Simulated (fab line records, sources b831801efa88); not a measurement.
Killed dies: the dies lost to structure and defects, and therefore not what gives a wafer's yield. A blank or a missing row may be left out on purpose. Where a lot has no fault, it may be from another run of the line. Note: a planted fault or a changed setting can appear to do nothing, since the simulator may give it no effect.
fab line records    flow sky130    part 1 of 2: steps 1 to 32 of 45
[record] lots = 5  wafers = 15  last-day = 50
route steps=708 shown SD_P@331 RES_XHIGH@332 SD_N@342 SALICIDE@361 LI_CONTACT@362
lots that met no fault: from a run of the same line without faults
start-h: the number of hours between the record's first day and the start of the first shown wafer of the lot    wait-h: hours from the lot's prior step to this one    " unchanged from the row above    L1.1+2: a row that stands for several wafers    - no value present, or no start provided    * or withheld: withheld    < > ~ a bound
route shown NAME@n: names a module that has steps shown in the file, with the first one's number in the route    usual: mean/standard deviation taken from wafers without a fault    same: alike in all rows    chamber/n: place in a boat    sites: per-site readings    _std_site: the standard deviation of these    _edge_site: inner sites' mean taken away from outer sites' mean    radius-mm: how far each site lies from the wafer's centre    mask NAME#n: copy n    behind: the most recent tool/chamber to have shaped the wafer    hold: why the lot went on hold/how many hours it stayed there/how the hold came to an end    device: the transistor (n, p or np) that didn't switch    end of line: tests of these same wafers at the route's end    a step with no rows: only its recipe    killed: count of dies lost to structure and defects at first sort (not the wafer's yield)    map: per-die view of a wafer (x killed, . not killed, _ where there is no die)
set.NAME: the setting the step ran with; set.NAME@STEP: the setting that earlier step ran with    model.NAME: the simulator's own value behind a step, which no gauge read
lots at selected steps of the route; one table per step, one row per wafer
services: a tool's chamber out of use, with start hour (start-h, from the record's first day; less than 0 if before it), hours out, and reason
[[steps]]
[step SKY_SD_P_TW_MEAS_11]
[usual] SD_P_TW = 2814/17
lot.wafer  tool           chamber  start-h  wait-h  SD_P_TW
L087.2     film-metro-01  -        715.10   0.1     2812
L087.3     "              -        "        "       2793
L087.5     "              -        "        "       2798
L088.1     film-metro-02  -        723.90   0.1     2809
L088.2     "              -        "        "       2816
L088.4     "              -        "        "       2810
L090.1     film-metro-01  -        739.95   0.1     2837
L090.3     "              -        "        "       2821
L090.6     "              -        "        "       2822
L096.4     film-metro-02  -        776.96   0.1     2811
L096.5     "              -        "        "       2807
L096.6     "              -        "        "       2815
L097.1     film-metro-01  -        792.24   0.1     2808
L097.2     "              -        "        "       2807
L097.6     "              -        "        "       2791
[step SKY_RES_XHIGH_DEHYDRATE_00]
[recipe] temp-c = 200  time-s = 60
lot.wafer   tool            chamber  start-h  wait-h
L087.2+3+5  litho-track-03  0        728.62   13.5
L088.1+2+4  litho-track-03  0        737.15   13.2
L090.1+3+6  litho-track-02  0        752.73   12.8
L096.4+5+6  litho-track-02  0        789.01   12.0
L097.1+2+6  litho-track-02  0        803.13   10.9
[step SKY_RES_XHIGH_HMDS_01]
[recipe] prime-time-s = 60  prime-temp-c = 120
lot.wafer   tool            chamber  start-h  wait-h
L087.2+3+5  litho-track-03  0        728.77   0.1
L088.1+2+4  litho-track-03  0        737.30   0.1
L090.1+3+6  litho-track-02  0        752.88   0.1
L096.4+5+6  litho-track-02  0        789.16   0.1
L097.1+2+6  litho-track-02  0        803.28   0.1
[step SKY_RES_XHIGH_COAT_02]
[recipe] resist = NOVOLAK  spin-rpm = 3000  resist-thk-nm = 1140
lot.wafer   tool            chamber  start-h  wait-h
L087.2+3+5  litho-track-03  0        728.92   0.1
L088.1+2+4  litho-track-03  0        737.45   0.1
L090.1+3+6  litho-track-02  0        753.03   0.1
L096.4+5+6  litho-track-02  0        789.31   0.1
L097.1+2+6  litho-track-02  0        803.43   0.1
[step SKY_RES_XHIGH_SOFTBAKE_03]
[recipe] temp-c = 90  time-s = 60  resist = NOVOLAK
lot.wafer   tool            chamber  start-h  wait-h
L087.2+3+5  litho-track-03  0        729.07   0.1
L088.1+2+4  litho-track-03  0        737.60   0.1
L090.1+3+6  litho-track-02  0        753.18   0.1
L096.4+5+6  litho-track-02  0        789.46   0.1
L097.1+2+6  litho-track-02  0        803.58   0.1
[step SKY_RES_XHIGH_EXPOSE_04]
[recipe] mask-id = URPM  na = 0.6  source-shape = conventional  sigma-outer = 0.6  polarization = unpolarized  target-cd-nm = 1270  dose-mj = 140
[usual] reticle-temp-C = 23.00/0.1
[same] sigma-outer = 0.6
lot.wafer  tool              chamber  start-h  wait-h  mask    reticle-temp-C
L087.2     iline-stepper-01  0        -        -       URPM#0  23.11
L087.3     "                 0        "        "       URPM#0  23.13
L087.5     "                 0        "        "       URPM#0  22.82
L088.1     iline-stepper-02  0        -        -       URPM#0  23.10
L088.2     "                 0        "        "       URPM#0  22.89
L088.4     "                 0        "        "       URPM#0  23.12
L090.1     iline-stepper-01  0        -        -       URPM#0  23.03
L090.3     "                 0        "        "       URPM#0  23.06
L090.6     "                 0        "        "       URPM#0  22.99
L096.4     iline-stepper-01  0        -        -       URPM#0  23.04
L096.5     "                 0        "        "       URPM#0  23.12
L096.6     "                 0        "        "       URPM#0  23.03
L097.1     iline-stepper-01  0        -        -       URPM#0  23.04
L097.2     "                 0        "        "       URPM#0  23.16
L097.6     "                 0        "        "       URPM#0  23.07
[step SKY_RES_XHIGH_PEB_05]
[recipe] temp-c = withheld  time-s = *  resist = NOVOLAK
lot.wafer   tool            chamber  start-h  wait-h
L087.2+3+5  litho-track-03  0        -        -
L088.1+2+4  litho-track-02  0        -        -
L090.1+3+6  litho-track-02  0        -        -
L096.4+5+6  litho-track-03  0        -        -
L097.1+2+6  litho-track-04  0        -        -
[step SKY_RES_XHIGH_DEVELOP_06]
[recipe] resist = NOVOLAK  developer = TMAH  develop-time-s = 60  dev-temp-c = 23
lot.wafer   tool            chamber  start-h  wait-h
L087.2+3+5  litho-track-03  0        742.42   0.1
L088.1+2+4  litho-track-02  0        751.38   0.1
L090.1+3+6  litho-track-02  0        766.18   0.1
L096.4+5+6  litho-track-03  0        800.62   0.1
L097.1+2+6  litho-track-04  0        815.14   0.1
[step SKY_RES_XHIGH_IMPLANT_07]
[recipe] species = BF2  energy-kev = 20  dose-cm2 = 3.6e+14  tilt-deg = 0
lot.wafer   tool          chamber  start-h  wait-h
L087.2+3+5  implanter-04  0        742.57   0.1
L088.1+2+4  implanter-04  0        751.53   0.1
L090.1+3+6  implanter-04  0        766.33   0.1
L096.4+5+6  implanter-01  0        800.77   0.1
L097.1+2+6  implanter-03  0        815.29   0.1
[step SKY_RES_XHIGH_STRIP_08]
[recipe] chemistry = O2/N2  power-w = 1400  pressure-mtorr = 1500  platen-temp-c = withheld  o2-flow-sccm = 3000  n2-flow-sccm = 300  overash-fraction = 0.5
[usual] drypump-motor-current-A = 5.8/0.47  oes-product-au = 0.710/0.0047  strip-time-to-endpoint-s = 14.26/0.042
lot.wafer  tool             chamber  start-h  wait-h  drypump-motor-current-A  oes-product-au  rf-hours-counter-h  strip-time-to-endpoint-s
L087.2     plasma-asher-04  0        742.70   0.1     5.6                      0.712           32                  14.27
L087.3     "                0        "        "       5.6                      0.711           -                   14.25
L087.5     "                1        "        "       4.9                      0.704           -                   14.25
L088.1     plasma-asher-02  0        751.68   0.1     5.8                      0.709           1                   14.27
L088.2     "                1        "        "       6.0                      0.715           1                   14.31
L088.4     "                0        "        "       5.8                      0.711           -                   14.33
L090.1     plasma-asher-02  1        766.48   0.1     6.0                      0.706           2                   14.18
L090.3     "                0        "        "       5.8                      0.702           -                   14.24
L090.6     "                0        "        "       5.8                      0.713           -                   14.23
L096.4     plasma-asher-03  0        800.88   0.1     6.2                      0.706           -                   14.27
L096.5     "                0        "        "       6.2                      0.715           -                   14.31
L096.6     "                1        "        "       6.3                      0.714           -                   14.33
L097.1     plasma-asher-03  1        815.44   0.1     6.3                      0.705           70                  14.19
L097.2     "                0        "        "       6.2                      0.701           70                  14.22
L097.6     "                0        "        "       6.2                      0.708           -                   14.22
[step SKY_RES_XHIGH_TW_MEAS_09]
[usual] RES_XHIGH_TW = 1635/12
lot.wafer  tool           chamber  start-h  wait-h  RES_XHIGH_TW
L087.2     film-metro-02  -        742.81   0.1     1630
L087.3     "              -        "        "       1632
L087.5     "              -        "        "       1630
L088.1     film-metro-01  -        751.78   0.1     1637
L088.2     "              -        "        "       1631
L088.4     "              -        "        "       1648
L090.1     film-metro-04  -        766.58   0.1     1646
L090.3     "              -        "        "       1645
L090.6     "              -        "        "       1651
L096.4     film-metro-04  -        800.98   0.1     1650
L096.5     "              -        "        "       1651
L096.6     "              -        "        "       1653
L097.1     film-metro-01  -        815.54   0.1     1624
L097.2     "              -        "        "       1629
L097.6     "              -        "        "       1634
[step SKY_SD_N_DEHYDRATE_00]
[recipe] temp-c = 200  time-s = 60
lot.wafer   tool            chamber  start-h  wait-h
L087.2+3+5  litho-track-04  0        755.47   12.7
L088.1+2+4  litho-track-02  0        764.83   13.0
L090.1+3+6  litho-track-01  0        778.68   12.1
L096.4+5+6  litho-track-04  0        812.52   11.5
L097.1+2+6  litho-track-04  0        826.79   11.2
[step SKY_SD_N_HMDS_01]
[recipe] prime-time-s = 60  prime-temp-c = 120
lot.wafer   tool            chamber  start-h  wait-h
L087.2+3+5  litho-track-04  0        755.62   0.1
L088.1+2+4  litho-track-02  0        764.98   0.1
L090.1+3+6  litho-track-01  0        778.83   0.1
L096.4+5+6  litho-track-04  0        812.67   0.1
L097.1+2+6  litho-track-04  0        826.94   0.1
[step SKY_SD_N_COAT_02]
[recipe] resist = NOVOLAK  spin-rpm = 3000  resist-thk-nm = 1140
lot.wafer   tool            chamber  start-h  wait-h
L087.2+3+5  litho-track-04  0        755.77   0.1
L088.1+2+4  litho-track-02  0        765.13   0.1
L090.1+3+6  litho-track-01  0        778.98   0.1
L096.4+5+6  litho-track-04  0        812.82   0.1
L097.1+2+6  litho-track-04  0        827.09   0.1
[step SKY_SD_N_SOFTBAKE_03]
[recipe] temp-c = 90  time-s = 60  resist = NOVOLAK
lot.wafer   tool            chamber  start-h  wait-h
L087.2+3+5  litho-track-04  0        755.92   0.1
L088.1+2+4  litho-track-02  0        765.28   0.1
L090.1+3+6  litho-track-01  0        779.13   0.1
L096.4+5+6  litho-track-04  0        812.97   0.1
L097.1+2+6  litho-track-04  0        827.24   0.1
[step SKY_SD_N_EXPOSE_04]
[recipe] mask-id = NSDM  na = 0.6  source-shape = conventional  sigma-outer = 0.6  polarization = unpolarized  target-cd-nm = 380  dose-mj = 141
[usual] reticle-temp-C = 23.00/0.099
[same] sigma-outer = 0.6
lot.wafer  tool              chamber  start-h  wait-h  mask    reticle-temp-C
L087.2     iline-stepper-01  0        -        -       NSDM#0  23.04
L087.3     "                 0        "        "       NSDM#0  23.11
L087.5     "                 0        "        "       NSDM#0  23.01
L088.1     iline-stepper-01  0        -        -       NSDM#0  23.01
L088.2     "                 0        "        "       NSDM#0  23.00
L088.4     "                 0        "        "       NSDM#0  22.88
L090.1     iline-stepper-01  0        -        -       NSDM#0  23.16
L090.3     "                 0        "        "       NSDM#0  23.02
L090.6     "                 0        "        "       NSDM#0  23.18
L096.4     iline-stepper-02  0        -        -       NSDM#0  22.97
L096.5     "                 0        "        "       NSDM#0  23.05
L096.6     "                 0        "        "       NSDM#0  23.03
L097.1     iline-stepper-02  0        -        -       NSDM#0  22.92
L097.2     "                 0        "        "       NSDM#0  22.92
L097.6     "                 0        "        "       NSDM#0  23.01
[step SKY_SD_N_PEB_05]
[recipe] temp-c = withheld  time-s = *  resist = NOVOLAK
lot.wafer   tool            chamber  start-h  wait-h
L087.2+3+5  litho-track-04  0        -        -
L088.1+2+4  litho-track-04  0        -        -
L090.1+3+6  litho-track-01  0        -        -
L096.4+5+6  litho-track-02  0        -        -
L097.1+2+6  litho-track-04  0        -        -
[step SKY_SD_N_DEVELOP_06]
[recipe] resist = NOVOLAK  developer = TMAH  develop-time-s = 60  dev-temp-c = 23
lot.wafer   tool            chamber  start-h  wait-h
L087.2+3+5  litho-track-04  0        768.27   0.1
L088.1+2+4  litho-track-04  0        777.49   0.1
L090.1+3+6  litho-track-01  0        791.38   0.1
L096.4+5+6  litho-track-02  0        825.16   0.1
L097.1+2+6  litho-track-04  0        841.04   0.1
[step SKY_SD_N_CD_MEAS_07]
[recipe] target-cd-nm = 380
[usual] cd-nm = 380.1/2.9
lot.wafer  tool       chamber  start-h  wait-h  cd-nm
L087.2     cd-sem-02  -        768.41   0.1     380.5
L087.3     "          -        "        "       381.6
L087.5     "          -        "        "       380.5
L088.1     cd-sem-02  -        777.64   0.1     383.4
L088.2     "          -        "        "       382.7
L088.4     "          -        "        "       381.6
L090.1     cd-sem-01  -        791.53   0.1     379.2
L090.3     "          -        "        "       383.3
L090.6     "          -        "        "       381.3
L096.4     cd-sem-01  -        825.29   0.1     381.8
L096.5     "          -        "        "       379.8
L096.6     "          -        "        "       382.3
L097.1     cd-sem-01  -        841.19   0.1     379.9
L097.2     "          -        "        "       382.0
L097.6     "          -        "        "       379.3
[step SKY_SD_N_OVL_MEAS_08]
[usual] SD_N_OVL = -0.8/1.3
lot.wafer  tool        chamber  start-h  wait-h  SD_N_OVL[nm]
L087.2     overlay-01  -        768.52   0.1     0.7
L087.3     "           -        "        "       0.2
L087.5     "           -        "        "       -0.2
L088.1     overlay-02  -        777.76   0.1     -1.6
L088.2     "           -        "        "       -1.0
L088.4     "           -        "        "       -1.3
L090.1     overlay-02  -        791.65   0.1     0.0
L090.3     "           -        "        "       1.0
L090.6     "           -        "        "       -2.0
L096.4     overlay-01  -        825.37   0.1     -1.0
L096.5     "           -        "        "       -1.2
L096.6     "           -        "        "       -0.1
L097.1     overlay-02  -        841.31   0.1     -2.1
L097.2     "           -        "        "       -3.3
L097.6     "           -        "        "       -1.4
[step SKY_SD_N_IMPLANT_09]
[recipe] species = As  energy-kev = 50  dose-cm2 = 4e+15  tilt-deg = 0
lot.wafer   tool          chamber  start-h  wait-h
L087.2+3+5  implanter-01  0        768.57   0.0
L088.1+2+4  implanter-01  0        777.80   0.0
L090.1+3+6  implanter-01  0        791.69   0.0
L096.4+5+6  implanter-01  0        825.47   0.1
L097.1+2+6  implanter-02  0        841.35   0.0
[step SKY_SD_N_IMPLANT_10]
[recipe] species = P  energy-kev = 20  dose-cm2 = 1e+14  tilt-deg = 0
lot.wafer   tool          chamber  start-h  wait-h
L087.2+3+5  implanter-01  0        768.72   0.1
L088.1+2+4  implanter-01  0        777.95   0.1
L090.1+3+6  implanter-01  0        791.84   0.1
L096.4+5+6  implanter-01  0        825.62   0.1
L097.1+2+6  implanter-02  0        841.50   0.1
[step SKY_SD_N_STRIP_11]
[recipe] chemistry = O2/N2  power-w = 1400  pressure-mtorr = 1500  platen-temp-c = withheld  o2-flow-sccm = 3000  n2-flow-sccm = 300  overash-fraction = 0.5
[usual] drypump-motor-current-A = 5.6/0.48  oes-product-au = 0.528/0.0042  strip-time-to-endpoint-s = 22.54/0.044
lot.wafer  tool             chamber  start-h  wait-h  drypump-motor-current-A  oes-product-au  rf-hours-counter-h  strip-time-to-endpoint-s
L087.2     plasma-asher-03  0        768.85   0.1     6.2                      0.532           65                  22.52
L087.3     "                0        "        "       6.2                      0.521           -                   22.47
L087.5     "                1        "        "       6.2                      0.532           -                   22.50
L088.1     plasma-asher-04  1        778.10   0.1     4.9                      0.529           35                  22.60
L088.2     "                0        "        "       5.6                      0.532           35                  22.56
L088.4     "                0        "        "       5.6                      0.534           -                   22.58
L090.1     plasma-asher-01  1        791.99   0.1     5.3                      0.521           100                 22.56
L090.3     "                1        "        "       5.3                      0.528           -                   22.56
L090.6     "                1        "        "       5.3                      0.529           -                   22.57
L096.4     plasma-asher-04  1        825.72   0.1     4.9                      0.523           -                   22.54
L096.5     "                1        "        "       4.9                      0.528           -                   22.57
L096.6     "                0        "        "       5.6                      0.532           -                   22.52
L097.1     plasma-asher-04  0        841.65   0.1     5.6                      0.519           41                  22.47
L097.2     "                1        "        "       4.9                      0.525           41                  22.49
L097.6     "                1        "        "       4.9                      0.526           -                   22.46
[step SKY_SD_N_TW_MEAS_12]
[usual] SD_N_TW = 3982/24
lot.wafer  tool           chamber  start-h  wait-h  SD_N_TW
L087.2     film-metro-04  -        768.96   0.1     3985
L087.3     "              -        "        "       3971
L087.5     "              -        "        "       3978
L088.1     film-metro-02  -        778.20   0.1     3925
L088.2     "              -        "        "       3947
L088.4     "              -        "        "       3943
L090.1     film-metro-01  -        792.09   0.1     3968
L090.3     "              -        "        "       3968
L090.6     "              -        "        "       3957
L096.4     film-metro-04  -        825.96   0.2     3986
L096.5     "              -        "        "       4015
L096.6     "              -        "        "       4018
L097.1     film-metro-02  -        841.75   0.1     3975
L097.2     "              -        "        "       3966
L097.6     "              -        "        "       3975
[step SKY_SD_N_CLEAN_13]
[recipe] chemistry = SC1/SC2  mix = 1:4:20  temp-c = 70  time-s = 150  dry = n2-spin
lot.wafer   tool          chamber  start-h  wait-h
L087.2+3+5  wet-bench-03  2        769.01   0.0
L088.1+2+4  wet-bench-03  1        778.26   0.1
L090.1+3+6  wet-bench-01  0        792.15   0.1
L096.4+5+6  wet-bench-02  3        825.99   0.0
L097.1+2+6  wet-bench-02  1        841.81   0.1
[step SKY_SD_N_RTA_14]
[recipe] temp-c = 1075  time-s = 2  idle-temp-c = 650  ramp-up-c-per-s = 150  ramp-down-c-per-s = 90  ambient = N2
[usual] lamp-power-pct = 15.73/0.054  ramp-down-c-per-s = 90.002/0.017  wafer_temp_C_max = 1078.0/1.2
lot.wafer  tool           chamber  start-h  wait-h  lamp-power-pct  ramp-down-c-per-s  wafer_temp_C_max
L087.2     rtp-anneal-02  0        769.07   0.0     15.70           90.023             1077.9
L087.3     "              0        "        "       15.68           90.026             1078.8
L087.5     "              0        "        "       15.74           89.998             1078.8
L088.1     rtp-anneal-01  0        778.31   0.0     15.66           89.964             1078.1
L088.2     "              0        "        "       15.72           89.986             1075.6
L088.4     "              0        "        "       15.74           90.021             1078.3
L090.1     rtp-anneal-01  0        792.20   0.0     15.71           89.989             1078.1
L090.3     "              0        "        "       15.78           90.002             1079.6
L090.6     "              0        "        "       15.82           90.014             1078.3
L096.4     rtp-anneal-01  0        826.10   0.1     15.66           89.981             1076.2
L096.5     "              0        "        "       15.69           89.991             1079.7
L096.6     "              0        "        "       15.79           90.021             1076.9
L097.1     rtp-anneal-02  0        841.86   0.0     15.78           89.994             1078.5
L097.2     "              0        "        "       15.73           89.996             1077.6
L097.6     "              0        "        "       15.70           90.007             1079.1
[step SKY_SD_N_RS_MEAS_16]
[recipe] thk-meas-gauge = four-point-probe
[usual] SD_N_RS = 68.52/0.1
lot.wafer  tool           chamber  start-h  wait-h  SD_N_RS[ohm/sq]
L087.2     film-metro-04  -        769.25   0.1     68.54
L087.3     "              -        "        "       68.51
L087.5     "              -        "        "       68.43
L088.1     film-metro-04  -        778.48   0.1     68.58
L088.2     "              -        "        "       68.57
L088.4     "              -        "        "       68.44
L090.1     film-metro-01  -        792.42   0.1     68.61
L090.3     "              -        "        "       68.49
L090.6     "              -        "        "       68.47
L096.4     film-metro-02  -        826.33   0.1     68.45
L096.5     "              -        "        "       68.48
L096.6     "              -        "        "       68.36
L097.1     film-metro-04  -        842.03   0.1     68.49
L097.2     "              -        "        "       68.46
L097.6     "              -        "        "       68.45
[step SKY_SD_N_RS_MEAS_17]
[recipe] thk-meas-gauge = four-point-probe
[usual] SD_P_RS = 147.08/0.29
lot.wafer  tool           chamber  start-h  wait-h  SD_P_RS[ohm/sq]
L087.2     film-metro-04  -        769.37   0.1     147.10
L087.3     "              -        "        "       146.89
L087.5     "              -        "        "       147.07
L088.1     film-metro-04  -        778.60   0.1     147.23
L088.2     "              -        "        "       147.03
L088.4     "              -        "        "       147.17
L090.1     film-metro-01  -        792.54   0.1     147.52
L090.3     "              -        "        "       146.88
L090.6     "              -        "        "       147.27
L096.4     film-metro-02  -        826.45   0.1     146.57
L096.5     "              -        "        "       147.18
L096.6     "              -        "        "       147.46
L097.1     film-metro-04  -        842.15   0.1     147.07
L097.2     "              -        "        "       147.22
L097.6     "              -        "        "       146.85
[step SKY_SD_N_RS_MEAS_18]
[recipe] thk-meas-gauge = four-point-probe
[usual] RES_XHIGH_RS = 333.3/1.2
lot.wafer  tool           chamber  start-h  wait-h  RES_XHIGH_RS[ohm/sq]
L087.2     film-metro-04  -        769.49   0.1     333.3
L087.3     "              -        "        "       332.6
L087.5     "              -        "        "       333.6
L088.1     film-metro-04  -        778.72   0.1     331.0
L088.2     "              -        "        "       331.0
L088.4     "              -        "        "       331.0
L090.1     film-metro-01  -        792.66   0.1     332.8
L090.3     "              -        "        "       333.1
L090.6     "              -        "        "       332.4
L096.4     film-metro-02  -        826.57   0.1     335.2
L096.5     "              -        "        "       333.1
L096.6     "              -        "        "       334.2
L097.1     film-metro-04  -        842.27   0.1     333.6
L097.2     "              -        "        "       332.8
L097.6     "              -        "        "       332.5
[step SKY_SALICIDE_CLEAN_00]
[recipe] chemistry = HF-last  time-s = 30  dilution = 100:1  dry = ipa-marangoni
lot.wafer   tool          chamber  start-h  wait-h
L087.2+3+5  wet-bench-02  3        769.59   0.1
L088.1+2+4  wet-bench-01  3        778.84   0.1
L090.1+3+6  wet-bench-04  0        792.78   0.1
L096.4+5+6  wet-bench-04  2        826.63   0.0
L097.1+2+6  wet-bench-02  0        842.39   0.1
[step SKY_LI_CONTACT_HDPCVD_00]
[recipe] material = PSG  target-thk-nm = 930  sigma-open-frac = 0.3  time-s = 155  temp-c = 600  sih4-flow-sccm = 60  pressure-mtorr = 6
lot.wafer   tool       chamber  start-h  wait-h
L087.2+3+5  hdpcvd-01  2,1,2    769.61   0.0
L088.1+2+4  hdpcvd-02  1,0,2    778.86   0.0
L090.1+3+6  hdpcvd-02  1,0,1    792.79   0.0
L096.4+5+6  hdpcvd-02  1,2,0    826.70   0.1
L097.1+2+6  hdpcvd-02  1,2,0    842.41   0.0
[step SKY_LI_CONTACT_THK_MEAS_01]
[recipe] reads = PSG_of_LI_CONTACT_HDPCVD_00
[usual] LI_CONTACT_HDPCVD_THK = 928/11
lot.wafer  tool           chamber  start-h  wait-h  LI_CONTACT_HDPCVD_THK[nm]
L087.2     film-metro-02  -        769.72   0.1     922
L087.3     "              -        "        "       936
L087.5     "              -        "        "       931
L088.1     film-metro-02  -        778.96   0.1     911
L088.2     "              -        "        "       928
L088.4     "              -        "        "       903
L090.1     film-metro-04  -        792.90   0.1     931
L090.3     "              -        "        "       948
L090.6     "              -        "        "       934
L096.4     film-metro-04  -        826.78   0.0     930
L096.5     "              -        "        "       913
L096.6     "              -        "        "       938
L097.1     film-metro-04  -        842.51   0.1     934
L097.2     "              -        "        "       929
L097.6     "              -        "        "       944
